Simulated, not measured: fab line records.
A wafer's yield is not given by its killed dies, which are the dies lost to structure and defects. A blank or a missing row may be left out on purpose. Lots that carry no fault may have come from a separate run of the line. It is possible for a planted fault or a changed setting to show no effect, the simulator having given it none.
fab line records || flow gf180mcu
record {"lots": 6, "wafers": 18, "last_day": 34}
route steps=602 shown HV_LDD@227 NSD@235
lots with no fault: from the same line, run without faults
start_h: hours from the record's opening day to when the first of the lot's shown wafers began || wait_h: hours since the lot's step before || " repeats the value in the row above || L1.1+2: several wafers, shown together as one row || - no value present, or no start provided || * or withheld: withheld || < > ~ a bound
route shown NAME@n: a module of which the file shows steps, and the number in the route of the first || usual: mean/standard deviation taken from wafers without a fault || same: alike in all rows || chamber/n: place in a boat || sites: the reading at each site || _std_site: standard deviation across them || _edge_site: mean of outer sites minus mean of inner sites || radius_mm: for every site, how far away it sits from the centre of the wafer || mask NAME#n: copy n || behind: the tool/chamber that last shaped the wafer || hold: reason for holding the lot/hours on hold/outcome of the hold || device: whichever transistor did not switch (one of n, p or np) || end of line: tests of these same wafers at the route's end || a step given without rows: its recipe and nothing more || killed: count of dies lost to structure and defects at first sort (not the wafer's yield) || map: shows each die of a wafer: x if killed, . if not, _ if none is there
set.NAME: the setting that was run; set.NAME@STEP: the one run at that earlier step || model.NAME: the simulator's own value behind a step, which no gauge read
a table for each step, a row for each wafer; lots at some steps of the route
services: a tool's chamber out of use, with start hour (start_h, from the record's first day; less than 0 if before it), hours out, and reason
## steps
# step GF_HV_LDD_CLEAN_51
# recipe {"chemistry": "SC1/SC2", "mix": "1:4:20", "temp_c": 70, "time_s": 150, "dry": "n2_spin"}
# step GF_HV_LDD_RTA_52
# recipe {"temp_c": 1000, "time_s": 10, "ambient": "N2"}
# usual {"lamp_power_pct": "31.4/2.4", "wafer_temp_C_max": "1003.2/1.2"}
{"lot.wafer": "L951.1", "tool": "rtp_anneal-01", "chamber": 0, "start_h": 279.08, "wait_h": 0.0, "lamp_power_pct": 34.1, "wafer_temp_C_max": 1001.2}
{"lot.wafer": "L951.2", "tool": "rtp_anneal-01", "chamber": 0, "start_h": 279.08, "wait_h": 0.0, "lamp_power_pct": 34.1, "wafer_temp_C_max": 1002.3}
{"lot.wafer": "L951.5", "tool": "rtp_anneal-01", "chamber": 0, "start_h": 279.08, "wait_h": 0.0, "lamp_power_pct": 34.1, "wafer_temp_C_max": 1002.7}
{"lot.wafer": "L952.2", "tool": "rtp_anneal-02", "chamber": 0, "start_h": 285.68, "wait_h": 0.0, "lamp_power_pct": 29.3, "wafer_temp_C_max": 1004.4}
{"lot.wafer": "L952.3", "tool": "rtp_anneal-02", "chamber": 0, "start_h": 285.68, "wait_h": 0.0, "lamp_power_pct": 29.2, "wafer_temp_C_max": 1004.8}
{"lot.wafer": "L952.4", "tool": "rtp_anneal-02", "chamber": 0, "start_h": 285.68, "wait_h": 0.0, "lamp_power_pct": 29.2, "wafer_temp_C_max": 1005.2}
{"lot.wafer": "L955.1", "tool": "rtp_anneal-01", "chamber": 0, "start_h": 316.98, "wait_h": 0.0, "lamp_power_pct": 34.1, "wafer_temp_C_max": 1002.5}
{"lot.wafer": "L955.2", "tool": "rtp_anneal-01", "chamber": 0, "start_h": 316.98, "wait_h": 0.0, "lamp_power_pct": 34.0, "wafer_temp_C_max": 1002.6}
{"lot.wafer": "L955.5", "tool": "rtp_anneal-01", "chamber": 0, "start_h": 316.98, "wait_h": 0.0, "lamp_power_pct": 34.1, "wafer_temp_C_max": 1002.2}
{"lot.wafer": "L956.2", "tool": "rtp_anneal-02", "chamber": 0, "start_h": 327.53, "wait_h": 0.0, "lamp_power_pct": 29.2, "wafer_temp_C_max": 1004.4}
{"lot.wafer": "L956.3", "tool": "rtp_anneal-02", "chamber": 0, "start_h": 327.53, "wait_h": 0.0, "lamp_power_pct": 29.3, "wafer_temp_C_max": 1004.2}
{"lot.wafer": "L956.6", "tool": "rtp_anneal-02", "chamber": 0, "start_h": 327.53, "wait_h": 0.0, "lamp_power_pct": 29.2, "wafer_temp_C_max": 1004.0}
{"lot.wafer": "L971.4", "tool": "rtp_anneal-01", "chamber": 0, "start_h": 440.75, "wait_h": 0.0, "lamp_power_pct": 34.0, "wafer_temp_C_max": 1003.2}
{"lot.wafer": "L971.5", "tool": "rtp_anneal-01", "chamber": 0, "start_h": 440.75, "wait_h": 0.0, "lamp_power_pct": 34.0, "wafer_temp_C_max": 1002.3}
{"lot.wafer": "L971.6", "tool": "rtp_anneal-01", "chamber": 0, "start_h": 440.75, "wait_h": 0.0, "lamp_power_pct": 34.1, "wafer_temp_C_max": 1002.1}
{"lot.wafer": "L973.2", "tool": "rtp_anneal-02", "chamber": 0, "start_h": 467.93, "wait_h": 0.0, "lamp_power_pct": 29.2, "wafer_temp_C_max": 1005.2}
{"lot.wafer": "L973.4", "tool": "rtp_anneal-02", "chamber": 0, "start_h": 467.93, "wait_h": 0.0, "lamp_power_pct": 29.2, "wafer_temp_C_max": 1006.4}
{"lot.wafer": "L973.6", "tool": "rtp_anneal-02", "chamber": 0, "start_h": 467.93, "wait_h": 0.0, "lamp_power_pct": 29.2, "wafer_temp_C_max": 1004.1}
# step GF_HV_LDD_RS_MEAS_53
# recipe {"thk_meas_gauge": "four-point-probe"}
# usual {"HV_LDD_RS": "418.1/0.99"}
{"lot.wafer": "L951.1", "tool": "film_metro-01", "chamber": "-", "start_h": 279.14, "wait_h": 0.1, "HV_LDD_RS[ohm/sq]": 418.9}
{"lot.wafer": "L951.2", "tool": "film_metro-01", "chamber": "-", "start_h": 279.14, "wait_h": 0.1, "HV_LDD_RS[ohm/sq]": 418.2}
{"lot.wafer": "L951.5", "tool": "film_metro-01", "chamber": "-", "start_h": 279.14, "wait_h": 0.1, "HV_LDD_RS[ohm/sq]": 418.4}
{"lot.wafer": "L952.2", "tool": "film_metro-03", "chamber": "-", "start_h": 285.76, "wait_h": 0.1, "HV_LDD_RS[ohm/sq]": 417.8}
{"lot.wafer": "L952.3", "tool": "film_metro-03", "chamber": "-", "start_h": 285.76, "wait_h": 0.1, "HV_LDD_RS[ohm/sq]": 417.8}
{"lot.wafer": "L952.4", "tool": "film_metro-03", "chamber": "-", "start_h": 285.76, "wait_h": 0.1, "HV_LDD_RS[ohm/sq]": 417.5}
{"lot.wafer": "L955.1", "tool": "film_metro-04", "chamber": "-", "start_h": 317.05, "wait_h": 0.1, "HV_LDD_RS[ohm/sq]": 416.9}
{"lot.wafer": "L955.2", "tool": "film_metro-04", "chamber": "-", "start_h": 317.05, "wait_h": 0.1, "HV_LDD_RS[ohm/sq]": 417.5}
{"lot.wafer": "L955.5", "tool": "film_metro-04", "chamber": "-", "start_h": 317.05, "wait_h": 0.1, "HV_LDD_RS[ohm/sq]": 417.5}
{"lot.wafer": "L956.2", "tool": "film_metro-01", "chamber": "-", "start_h": 327.61, "wait_h": 0.1, "HV_LDD_RS[ohm/sq]": 418.8}
{"lot.wafer": "L956.3", "tool": "film_metro-01", "chamber": "-", "start_h": 327.61, "wait_h": 0.1, "HV_LDD_RS[ohm/sq]": 417.5}
{"lot.wafer": "L956.6", "tool": "film_metro-01", "chamber": "-", "start_h": 327.61, "wait_h": 0.1, "HV_LDD_RS[ohm/sq]": 417.9}
{"lot.wafer": "L971.4", "tool": "film_metro-04", "chamber": "-", "start_h": 440.85, "wait_h": 0.1, "HV_LDD_RS[ohm/sq]": 417.9}
{"lot.wafer": "L971.5", "tool": "film_metro-04", "chamber": "-", "start_h": 440.85, "wait_h": 0.1, "HV_LDD_RS[ohm/sq]": 417.7}
{"lot.wafer": "L971.6", "tool": "film_metro-04", "chamber": "-", "start_h": 440.85, "wait_h": 0.1, "HV_LDD_RS[ohm/sq]": 417.8}
{"lot.wafer": "L973.2", "tool": "film_metro-04", "chamber": "-", "start_h": 468.01, "wait_h": 0.1, "HV_LDD_RS[ohm/sq]": 418.5}
{"lot.wafer": "L973.4", "tool": "film_metro-04", "chamber": "-", "start_h": 468.01, "wait_h": 0.1, "HV_LDD_RS[ohm/sq]": 419.5}
{"lot.wafer": "L973.6", "tool": "film_metro-04", "chamber": "-", "start_h": 468.01, "wait_h": 0.1, "HV_LDD_RS[ohm/sq]": 418.6}
# step GF_HV_LDD_CVD_54
# recipe {"material": "SiO2", "target_thk_nm": 10, "precursor": "TEOS", "temp_c": 680, "time_s": 75, "pressure_mtorr": 400}
# step GF_HV_LDD_THK_MEAS_55
# recipe {"reads": "SiO2_of_HV_LDD_CVD_54"}
# usual {"HV_LDD_CVD_54_THK": "9.93/0.18"}
{"lot.wafer": "L951.1", "tool": "film_metro-01", "chamber": "-", "start_h": 280.28, "wait_h": 0.0, "HV_LDD_CVD_54_THK[nm]": 9.76}
{"lot.wafer": "L951.2", "tool": "film_metro-01", "chamber": "-", "start_h": 280.28, "wait_h": 0.0, "HV_LDD_CVD_54_THK[nm]": 9.79}
{"lot.wafer": "L951.5", "tool": "film_metro-01", "chamber": "-", "start_h": 280.28, "wait_h": 0.0, "HV_LDD_CVD_54_THK[nm]": 9.78}
{"lot.wafer": "L952.2", "tool": "film_metro-03", "chamber": "-", "start_h": 286.89, "wait_h": 0.0, "HV_LDD_CVD_54_THK[nm]": 10.07}
{"lot.wafer": "L952.3", "tool": "film_metro-03", "chamber": "-", "start_h": 286.89, "wait_h": 0.0, "HV_LDD_CVD_54_THK[nm]": 9.96}
{"lot.wafer": "L952.4", "tool": "film_metro-03", "chamber": "-", "start_h": 286.89, "wait_h": 0.0, "HV_LDD_CVD_54_THK[nm]": 10.07}
{"lot.wafer": "L955.1", "tool": "film_metro-01", "chamber": "-", "start_h": 318.19, "wait_h": 0.0, "HV_LDD_CVD_54_THK[nm]": 10.13}
{"lot.wafer": "L955.2", "tool": "film_metro-01", "chamber": "-", "start_h": 318.19, "wait_h": 0.0, "HV_LDD_CVD_54_THK[nm]": 10.07}
{"lot.wafer": "L955.5", "tool": "film_metro-01", "chamber": "-", "start_h": 318.19, "wait_h": 0.0, "HV_LDD_CVD_54_THK[nm]": 10.17}
{"lot.wafer": "L956.2", "tool": "film_metro-03", "chamber": "-", "start_h": 328.98, "wait_h": 0.0, "HV_LDD_CVD_54_THK[nm]": 10.07}
{"lot.wafer": "L956.3", "tool": "film_metro-03", "chamber": "-", "start_h": 328.98, "wait_h": 0.0, "HV_LDD_CVD_54_THK[nm]": 10.19}
{"lot.wafer": "L956.6", "tool": "film_metro-03", "chamber": "-", "start_h": 328.98, "wait_h": 0.0, "HV_LDD_CVD_54_THK[nm]": 10.29}
{"lot.wafer": "L971.4", "tool": "film_metro-04", "chamber": "-", "start_h": 441.96, "wait_h": 0.0, "HV_LDD_CVD_54_THK[nm]": 9.81}
{"lot.wafer": "L971.5", "tool": "film_metro-04", "chamber": "-", "start_h": 441.96, "wait_h": 0.0, "HV_LDD_CVD_54_THK[nm]": 9.70}
{"lot.wafer": "L971.6", "tool": "film_metro-04", "chamber": "-", "start_h": 441.96, "wait_h": 0.0, "HV_LDD_CVD_54_THK[nm]": 9.71}
{"lot.wafer": "L973.2", "tool": "film_metro-01", "chamber": "-", "start_h": 469.65, "wait_h": 0.0, "HV_LDD_CVD_54_THK[nm]": 9.78}
{"lot.wafer": "L973.4", "tool": "film_metro-01", "chamber": "-", "start_h": 469.65, "wait_h": 0.0, "HV_LDD_CVD_54_THK[nm]": 9.86}
{"lot.wafer": "L973.6", "tool": "film_metro-01", "chamber": "-", "start_h": 469.65, "wait_h": 0.0, "HV_LDD_CVD_54_THK[nm]": 9.64}
# step GF_HV_LDD_CVD_56
# recipe {"material": "Si3N4", "precursor": "DCS/NH3", "target_thk_nm": 90, "temp_c": 770, "time_s": 1543, "pressure_mtorr": 250}
# step GF_HV_LDD_THK_MEAS_57
# recipe {"reads": "Si3N4_of_HV_LDD_CVD_56"}
# usual {"HV_LDD_CVD_56_THK": "89.7/0.83"}
{"lot.wafer": "L951.1", "tool": "film_metro-01", "chamber": "-", "start_h": 281.77, "wait_h": 0.0, "HV_LDD_CVD_56_THK[nm]": 89.2}
{"lot.wafer": "L951.2", "tool": "film_metro-01", "chamber": "-", "start_h": 281.77, "wait_h": 0.0, "HV_LDD_CVD_56_THK[nm]": 89.2}
{"lot.wafer": "L951.5", "tool": "film_metro-01", "chamber": "-", "start_h": 281.77, "wait_h": 0.0, "HV_LDD_CVD_56_THK[nm]": 89.1}
{"lot.wafer": "L952.2", "tool": "film_metro-04", "chamber": "-", "start_h": 289.16, "wait_h": 0.0, "HV_LDD_CVD_56_THK[nm]": 89.7}
{"lot.wafer": "L952.3", "tool": "film_metro-04", "chamber": "-", "start_h": 289.16, "wait_h": 0.0, "HV_LDD_CVD_56_THK[nm]": 89.4}
{"lot.wafer": "L952.4", "tool": "film_metro-04", "chamber": "-", "start_h": 289.16, "wait_h": 0.0, "HV_LDD_CVD_56_THK[nm]": 89.3}
{"lot.wafer": "L955.1", "tool": "film_metro-04", "chamber": "-", "start_h": 319.99, "wait_h": 0.0, "HV_LDD_CVD_56_THK[nm]": 91.8}
{"lot.wafer": "L955.2", "tool": "film_metro-04", "chamber": "-", "start_h": 319.99, "wait_h": 0.0, "HV_LDD_CVD_56_THK[nm]": 90.8}
{"lot.wafer": "L955.5", "tool": "film_metro-04", "chamber": "-", "start_h": 319.99, "wait_h": 0.0, "HV_LDD_CVD_56_THK[nm]": 91.3}
{"lot.wafer": "L956.2", "tool": "film_metro-01", "chamber": "-", "start_h": 330.47, "wait_h": 0.0, "HV_LDD_CVD_56_THK[nm]": 90.2}
{"lot.wafer": "L956.3", "tool": "film_metro-01", "chamber": "-", "start_h": 330.47, "wait_h": 0.0, "HV_LDD_CVD_56_THK[nm]": 90.2}
{"lot.wafer": "L956.6", "tool": "film_metro-01", "chamber": "-", "start_h": 330.47, "wait_h": 0.0, "HV_LDD_CVD_56_THK[nm]": 90.7}
{"lot.wafer": "L971.4", "tool": "film_metro-04", "chamber": "-", "start_h": 443.45, "wait_h": 0.0, "HV_LDD_CVD_56_THK[nm]": 90.4}
{"lot.wafer": "L971.5", "tool": "film_metro-04", "chamber": "-", "start_h": 443.45, "wait_h": 0.0, "HV_LDD_CVD_56_THK[nm]": 89.9}
{"lot.wafer": "L971.6", "tool": "film_metro-04", "chamber": "-", "start_h": 443.45, "wait_h": 0.0, "HV_LDD_CVD_56_THK[nm]": 89.2}
{"lot.wafer": "L973.2", "tool": "film_metro-01", "chamber": "-", "start_h": 471.14, "wait_h": 0.0, "HV_LDD_CVD_56_THK[nm]": 91.2}
{"lot.wafer": "L973.4", "tool": "film_metro-01", "chamber": "-", "start_h": 471.14, "wait_h": 0.0, "HV_LDD_CVD_56_THK[nm]": 90.3}
{"lot.wafer": "L973.6", "tool": "film_metro-01", "chamber": "-", "start_h": 471.14, "wait_h": 0.0, "HV_LDD_CVD_56_THK[nm]": 90.6}
# step GF_HV_LDD_ETCHBACK_58
# recipe {"chemistry": "CH3F/O2", "target": "Si3N4", "stop_on": "SiO2", "source_w": 400, "bias_w": 80, "pressure_mtorr": 25, "ch3f_flow_sccm": 40, "O2_flow_sccm": 30, "time_s": 100, "target_depth_a": 900}
# usual {"chamber_pressure_mTorr": "24.997/0.023", "drypump_motor_current_A": "5.7/0.51", "oes_product_au": "0.841/0.006", "throttle_valve_pct": "10.562/0.0096"}
{"lot.wafer": "L951.1", "tool": "rie_diel-04", "chamber": 0, "start_h": 281.83, "wait_h": 0.1, "chamber_pressure_mTorr": 25.005, "drypump_motor_current_A": 5.7, "oes_product_au": 0.833, "rf_hours_counter_h": 23, "throttle_valve_pct": 10.556}
{"lot.wafer": "L951.2", "tool": "rie_diel-04", "chamber": 1, "start_h": 281.83, "wait_h": 0.1, "chamber_pressure_mTorr": 24.994, "drypump_motor_current_A": 6.3, "oes_product_au": 0.835, "rf_hours_counter_h": 6, "throttle_valve_pct": 10.566}
{"lot.wafer": "L951.5", "tool": "rie_diel-04", "chamber": 0, "start_h": 281.83, "wait_h": 0.1, "chamber_pressure_mTorr": 25.019, "drypump_motor_current_A": 5.7, "oes_product_au": 0.830, "rf_hours_counter_h": "-", "throttle_valve_pct": 10.564}
{"lot.wafer": "L952.2", "tool": "rie_diel-04", "chamber": 0, "start_h": 289.21, "wait_h": 0.0, "chamber_pressure_mTorr": 24.976, "drypump_motor_current_A": 5.7, "oes_product_au": 0.842, "rf_hours_counter_h": 23, "throttle_valve_pct": 10.550}
{"lot.wafer": "L952.3", "tool": "rie_diel-04", "chamber": 2, "start_h": 289.21, "wait_h": 0.0, "chamber_pressure_mTorr": 25.014, "drypump_motor_current_A": 5.2, "oes_product_au": 0.849, "rf_hours_counter_h": 107, "throttle_valve_pct": 10.572}
{"lot.wafer": "L952.4", "tool": "rie_diel-04", "chamber": 3, "start_h": 289.21, "wait_h": 0.0, "chamber_pressure_mTorr": 24.992, "drypump_motor_current_A": 6.5, "oes_product_au": 0.837, "rf_hours_counter_h": 10, "throttle_valve_pct": 10.550}
{"lot.wafer": "L955.1", "tool": "rie_diel-03", "chamber": 0, "start_h": 320.05, "wait_h": 0.1, "chamber_pressure_mTorr": 25.011, "drypump_motor_current_A": 5.9, "oes_product_au": 0.857, "rf_hours_counter_h": 41, "throttle_valve_pct": 10.558}
{"lot.wafer": "L955.2", "tool": "rie_diel-03", "chamber": 1, "start_h": 320.05, "wait_h": 0.1, "chamber_pressure_mTorr": 25.003, "drypump_motor_current_A": 5.8, "oes_product_au": 0.842, "rf_hours_counter_h": 15, "throttle_valve_pct": 10.560}
{"lot.wafer": "L955.5", "tool": "rie_diel-03", "chamber": 1, "start_h": 320.05, "wait_h": 0.1, "chamber_pressure_mTorr": 25.014, "drypump_motor_current_A": 5.8, "oes_product_au": 0.853, "rf_hours_counter_h": "-", "throttle_valve_pct": 10.558}
{"lot.wafer": "L956.2", "tool": "rie_diel-04", "chamber": 1, "start_h": 330.52, "wait_h": 0.0, "chamber_pressure_mTorr": 24.993, "drypump_motor_current_A": 6.3, "oes_product_au": 0.844, "rf_hours_counter_h": 7, "throttle_valve_pct": 10.568}
{"lot.wafer": "L956.3", "tool": "rie_diel-04", "chamber": 0, "start_h": 330.52, "wait_h": 0.0, "chamber_pressure_mTorr": 25.011, "drypump_motor_current_A": 5.7, "oes_product_au": 0.842, "rf_hours_counter_h": 24, "throttle_valve_pct": 10.564}
{"lot.wafer": "L956.6", "tool": "rie_diel-04", "chamber": 3, "start_h": 330.52, "wait_h": 0.0, "chamber_pressure_mTorr": 24.998, "drypump_motor_current_A": 6.5, "oes_product_au": 0.844, "rf_hours_counter_h": "-", "throttle_valve_pct": 10.571}
{"lot.wafer": "L971.4", "tool": "rie_diel-03", "chamber": 2, "start_h": 443.48, "wait_h": 0.0, "chamber_pressure_mTorr": 25.041, "drypump_motor_current_A": 5.7, "oes_product_au": 0.847, "rf_hours_counter_h": 78, "throttle_valve_pct": 10.572}
{"lot.wafer": "L971.5", "tool": "rie_diel-03", "chamber": 2, "start_h": 443.48, "wait_h": 0.0, "chamber_pressure_mTorr": 24.983, "drypump_motor_current_A": 5.8, "oes_product_au": 0.847, "rf_hours_counter_h": "-", "throttle_valve_pct": 10.569}
{"lot.wafer": "L971.6", "tool": "rie_diel-03", "chamber": 3, "start_h": 443.48, "wait_h": 0.0, "chamber_pressure_mTorr": 24.965, "drypump_motor_current_A": 4.7, "oes_product_au": 0.845, "rf_hours_counter_h": "-", "throttle_valve_pct": 10.564}
{"lot.wafer": "L973.2", "tool": "rie_diel-03", "chamber": 0, "start_h": 471.19, "wait_h": 0.0, "chamber_pressure_mTorr": 24.990, "drypump_motor_current_A": 5.9, "oes_product_au": 0.855, "rf_hours_counter_h": 45, "throttle_valve_pct": 10.565}
{"lot.wafer": "L973.4", "tool": "rie_diel-03", "chamber": 1, "start_h": 471.19, "wait_h": 0.0, "chamber_pressure_mTorr": 25.000, "drypump_motor_current_A": 5.8, "oes_product_au": 0.847, "rf_hours_counter_h": 19, "throttle_valve_pct": 10.554}
{"lot.wafer": "L973.6", "tool": "rie_diel-03", "chamber": 1, "start_h": 471.19, "wait_h": 0.0, "chamber_pressure_mTorr": 25.017, "drypump_motor_current_A": 5.8, "oes_product_au": 0.843, "rf_hours_counter_h": "-", "throttle_valve_pct": 10.550}
# step GF_NSD_DEHYDRATE_00
# recipe {"temp_c": 200, "time_s": 60}
# step GF_NSD_HMDS_01
# recipe {"prime_time_s": 60, "prime_temp_c": 120}
# step GF_NSD_COAT_02
# recipe {"resist": "NOVOLAK", "spin_rpm": 3000, "resist_thk_nm": 1000}
# step GF_NSD_SOFTBAKE_03
# recipe {"temp_c": 90, "time_s": 60, "resist": "NOVOLAK"}
# step GF_NSD_EXPOSE_04
# recipe {"mask_id": "Nplus", "target_cd_nm": 400, "na": 0.6, "source_shape": "conventional", "sigma_outer": 0.6, "dose_mj": 140}
# usual {"exposure_dose_mJ_cm2": "140.02/0.16", "focus_offset_nm": "-0.2/0.53", "sigma_outer": "0.6/0"}
{"lot.wafer": "L951.1", "tool": "iline_stepper-01", "chamber": 0, "start_h": 292.02, "wait_h": "-", "mask": "Nplus#0", "exposure_dose_mJ_cm2": 140.11, "focus_offset_nm": 0.1, "sigma_outer": 0.6}
{"lot.wafer": "L951.2", "tool": "iline_stepper-01", "chamber": 0, "start_h": 292.02, "wait_h": "-", "mask": "Nplus#0", "exposure_dose_mJ_cm2": 140.09, "focus_offset_nm": -1.2, "sigma_outer": 0.6}
{"lot.wafer": "L951.5", "tool": "iline_stepper-01", "chamber": 0, "start_h": 292.02, "wait_h": "-", "mask": "Nplus#0", "exposure_dose_mJ_cm2": 140.21, "focus_offset_nm": -1.1, "sigma_outer": 0.6}
{"lot.wafer": "L952.2", "tool": "iline_stepper-02", "chamber": 0, "start_h": 299.86, "wait_h": "-", "mask": "Nplus#0", "exposure_dose_mJ_cm2": 140.22, "focus_offset_nm": 0.0, "sigma_outer": 0.6}
{"lot.wafer": "L952.3", "tool": "iline_stepper-02", "chamber": 0, "start_h": 299.86, "wait_h": "-", "mask": "Nplus#0", "exposure_dose_mJ_cm2": 140.14, "focus_offset_nm": -0.2, "sigma_outer": 0.6}
{"lot.wafer": "L952.4", "tool": "iline_stepper-02", "chamber": 0, "start_h": 299.86, "wait_h": "-", "mask": "Nplus#0", "exposure_dose_mJ_cm2": 140.18, "focus_offset_nm": -0.8, "sigma_outer": 0.6}
{"lot.wafer": "L955.1", "tool": "iline_stepper-02", "chamber": "-", "start_h": 330.63, "wait_h": "-", "mask": "Nplus#0", "exposure_dose_mJ_cm2": "-", "focus_offset_nm": "-", "sigma_outer": "-"}
{"lot.wafer": "L955.2", "tool": "iline_stepper-02", "chamber": "-", "start_h": 330.63, "wait_h": "-", "mask": "Nplus#0", "exposure_dose_mJ_cm2": "-", "focus_offset_nm": "-", "sigma_outer": "-"}
{"lot.wafer": "L955.5", "tool": "iline_stepper-02", "chamber": "-", "start_h": 330.63, "wait_h": "-", "mask": "Nplus#0", "exposure_dose_mJ_cm2": "-", "focus_offset_nm": "-", "sigma_outer": "-"}
{"lot.wafer": "L956.2", "tool": "iline_stepper-02", "chamber": "-", "start_h": 341.52, "wait_h": "-", "mask": "Nplus#0", "exposure_dose_mJ_cm2": "-", "focus_offset_nm": "-", "sigma_outer": "-"}
{"lot.wafer": "L956.3", "tool": "iline_stepper-02", "chamber": "-", "start_h": 341.52, "wait_h": "-", "mask": "Nplus#0", "exposure_dose_mJ_cm2": "-", "focus_offset_nm": "-", "sigma_outer": "-"}
{"lot.wafer": "L956.6", "tool": "iline_stepper-02", "chamber": "-", "start_h": 341.52, "wait_h": "-", "mask": "Nplus#0", "exposure_dose_mJ_cm2": "-", "focus_offset_nm": "-", "sigma_outer": "-"}
{"lot.wafer": "L971.4", "tool": "iline_stepper-01", "chamber": 0, "start_h": 455.20, "wait_h": "-", "mask": "Nplus#0", "exposure_dose_mJ_cm2": 139.88, "focus_offset_nm": -0.1, "sigma_outer": 0.6}
{"lot.wafer": "L971.5", "tool": "iline_stepper-01", "chamber": 0, "start_h": 455.20, "wait_h": "-", "mask": "Nplus#0", "exposure_dose_mJ_cm2": 139.93, "focus_offset_nm": -0.2, "sigma_outer": 0.6}
{"lot.wafer": "L971.6", "tool": "iline_stepper-01", "chamber": 0, "start_h": 455.20, "wait_h": "-", "mask": "Nplus#0", "exposure_dose_mJ_cm2": 139.85, "focus_offset_nm": 0.1, "sigma_outer": 0.6}
{"lot.wafer": "L973.2", "tool": "iline_stepper-02", "chamber": 0, "start_h": 483.01, "wait_h": "-", "mask": "Nplus#0", "exposure_dose_mJ_cm2": 140.36, "focus_offset_nm": 0.1, "sigma_outer": 0.6}
{"lot.wafer": "L973.4", "tool": "iline_stepper-02", "chamber": 0, "start_h": 483.01, "wait_h": "-", "mask": "Nplus#0", "exposure_dose_mJ_cm2": 140.46, "focus_offset_nm": 0.3, "sigma_outer": 0.6}
{"lot.wafer": "L973.6", "tool": "iline_stepper-02", "chamber": 0, "start_h": 483.01, "wait_h": "-", "mask": "Nplus#0", "exposure_dose_mJ_cm2": 140.43, "focus_offset_nm": 0.2, "sigma_outer": 0.6}
# step GF_NSD_PEB_05
# recipe {"temp_c": "withheld", "time_s": "*", "resist": "NOVOLAK"}
## services
{"tool": "rie_diel-03", "chamber": 3, "start_h": 257.56, "hours": 14.6, "kind": "repair"}
{"tool": "iline_stepper-01", "chamber": "-", "start_h": 261.32, "hours": 4.3, "kind": "pm"}
{"tool": "rie_diel-04", "chamber": 3, "start_h": 262.48, "hours": 3.3, "kind": "repair"}
{"tool": "rie_diel-03", "chamber": "-", "start_h": 275.12, "hours": 14.6, "kind": "pm"}
{"tool": "rie_diel-04", "chamber": "-", "start_h": 293.60, "hours": 2.8, "kind": "pm"}
{"tool": "iline_stepper-01", "chamber": "-", "start_h": 306.93, "hours": 2.1, "kind": "pm"}
{"tool": "rie_diel-03", "chamber": 0, "start_h": 309.37, "hours": 1.2, "kind": "repair"}
{"tool": "rie_diel-04", "chamber": "-", "start_h": 333.34, "hours": 4.0, "kind": "pm"}
{"tool": "rie_diel-03", "chamber": 0, "start_h": 336.46, "hours": 5.1, "kind": "repair"}
{"tool": "rie_diel-04", "chamber": 2, "start_h": 340.51, "hours": 8.0, "kind": "repair"}
{"tool": "rie_diel-04", "chamber": 1, "start_h": 366.60, "hours": 9.2, "kind": "repair"}
{"tool": "rie_diel-03", "chamber": "-", "start_h": 386.30, "hours": 0.4, "kind": "repair"}
{"tool": "iline_stepper-01", "chamber": "-", "start_h": 389.57, "hours": 28.9, "kind": "pm"}
{"tool": "rie_diel-03", "chamber": 2, "start_h": 403.43, "hours": 18.5, "kind": "repair"}
{"tool": "rie_diel-03", "chamber": 1, "start_h": 403.82, "hours": 9.1, "kind": "repair"}
{"tool": "rie_diel-04", "chamber": 2, "start_h": 408.65, "hours": "-", "kind": "clean"}
{"tool": "rtp_anneal-02", "chamber": "-", "start_h": 413.65, "hours": 3.2, "kind": "pm"}
{"tool": "iline_stepper-01", "chamber": "-", "start_h": 418.46, "hours": 1.7, "kind": "pm"}
{"tool": "iline_stepper-02", "chamber": "-", "start_h": 429.91, "hours": 1.7, "kind": "pm"}
{"tool": "iline_stepper-01", "chamber": "-", "start_h": 433.79, "hours": 4.0, "kind": "repair"}
{"tool": "rie_diel-04", "chamber": "-", "start_h": 448.33, "hours": 15.6, "kind": "pm"}
{"tool": "rie_diel-03", "chamber": 2, "start_h": 474.01, "hours": 5.0, "kind": "repair"}
{"tool": "iline_stepper-02", "chamber": "-", "start_h": 474.17, "hours": 1.6, "kind": "repair"}
{"tool": "iline_stepper-01", "chamber": "-", "start_h": 475.97, "hours": 8.9, "kind": "pm"}
## key
first_sign {"step": "GF_NSD_EXPOSE_04", "reading": "tool_record", "direction": "missing"}
effect none on later readings
met_at GF_NSD_EXPOSE_04
struck_wafers L955.1,L955.2,L955.5,L956.2,L956.3,L956.6
sort_left_out L955.1,L955.2,L955.5,L956.2,L956.3,L956.6
tester_left_out L955,L956
onset_between 299.86 330.63
fault {"kind": "skipped_step_whole", "tool": "iline_stepper-02", "chamber": "-", "onset_h": 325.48, "steps": "GF_NSD_EXPOSE_04", "scope": "struck_lots_only"}
# tester_left_out: of these lots the tester's yield and bins aren't shown, on N5 and GAA mostly nor the transistor test; their killed dies are dies lost to structure and defects alone, not to doping, threshold or leakage, so they don't give the yield
# sort_left_out: the simulated sort isn't trusted on such a fault, so these wafers' sort isn't shown, and their yield isn't known
